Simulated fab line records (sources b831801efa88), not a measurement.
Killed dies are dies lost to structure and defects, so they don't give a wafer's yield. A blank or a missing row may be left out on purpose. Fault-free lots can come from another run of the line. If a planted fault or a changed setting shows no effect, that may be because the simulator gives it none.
2 desks looking at one fault / flow gf180mcu / each desk holds nothing but its own numbers, with what lay behind them at the end

== AT THE TOOL OWNER'S DESK: cmp-01 ==
The tool's own readings at GF_V5_CMP_04 (polishes SiO2): means of the sampled wafers that have a number, for each lot that ran on this tool. Marked OUT: a lot whose mean sits more than 4 standard deviations from the usual mean, which makes it out of limits; the brackets give that distance.
Columns: A = head_pressure_psi at GF_V5_CMP_04, usual 4.001 psi; B = motor_current_A at GF_V5_CMP_04, usual 11.6 A
lot=L558; first seen here=day 26 15:25; A=4.007; B=10.9
lot=L562; first seen here=day 27 19:31; A=3.993; B=11.1
lot=L563; first seen here=day 28 06:52; A=3.999; B=11.6
lot=L566; first seen here=day 29 05:31; A=4.005; B=11.4
lot=L567; first seen here=day 29 10:05; A=4.003; B=11.9
lot=L568; first seen here=day 29 17:42; A=4.003; B=11.4
This desk's verdict: no lot among the 6 shows anything out of limits.

== THE METROLOGY DESK ==
What the gauges read, lot by lot, whatever tool the lot ran on: means of the sampled wafers that have a number. Marked OUT: a lot whose mean sits more than 4 standard deviations from the usual mean, which makes it out of limits; the brackets give that distance.
Columns: A = V5_CVD_02_THK at GF_V5_THK_MEAS_03, usual 1448 nm
lot=L557; first seen here=day 26 05:41; A=1447
lot=L558; first seen here=day 26 15:08; A=1447
lot=L559; first seen here=day 26 19:44; A=1447
lot=L560; first seen here=day 27 08:24; A=1456
lot=L562; first seen here=day 27 19:20; A=1461
lot=L563; first seen here=day 28 06:41; A=1466
lot=L564; first seen here=day 28 13:49; A=1430
lot=L565; first seen here=day 28 18:45; A=1433
lot=L566; first seen here=day 29 05:24; A=1423
lot=L567; first seen here=day 29 10:02; A=1445
lot=L568; first seen here=day 29 17:39; A=1429
lot=L576; first seen here=day 31 21:16; A=1454
lot=L578; first seen here=day 32 09:26; A=1443
This desk's verdict: no lot among the 13 shows anything out of limits.

== TAKEN TOGETHER ==
The tool owner's desk saw nothing out of limits.
The metrology desk saw nothing out of limits.

== WHAT THE SIMULATOR HAD PUT IN ==
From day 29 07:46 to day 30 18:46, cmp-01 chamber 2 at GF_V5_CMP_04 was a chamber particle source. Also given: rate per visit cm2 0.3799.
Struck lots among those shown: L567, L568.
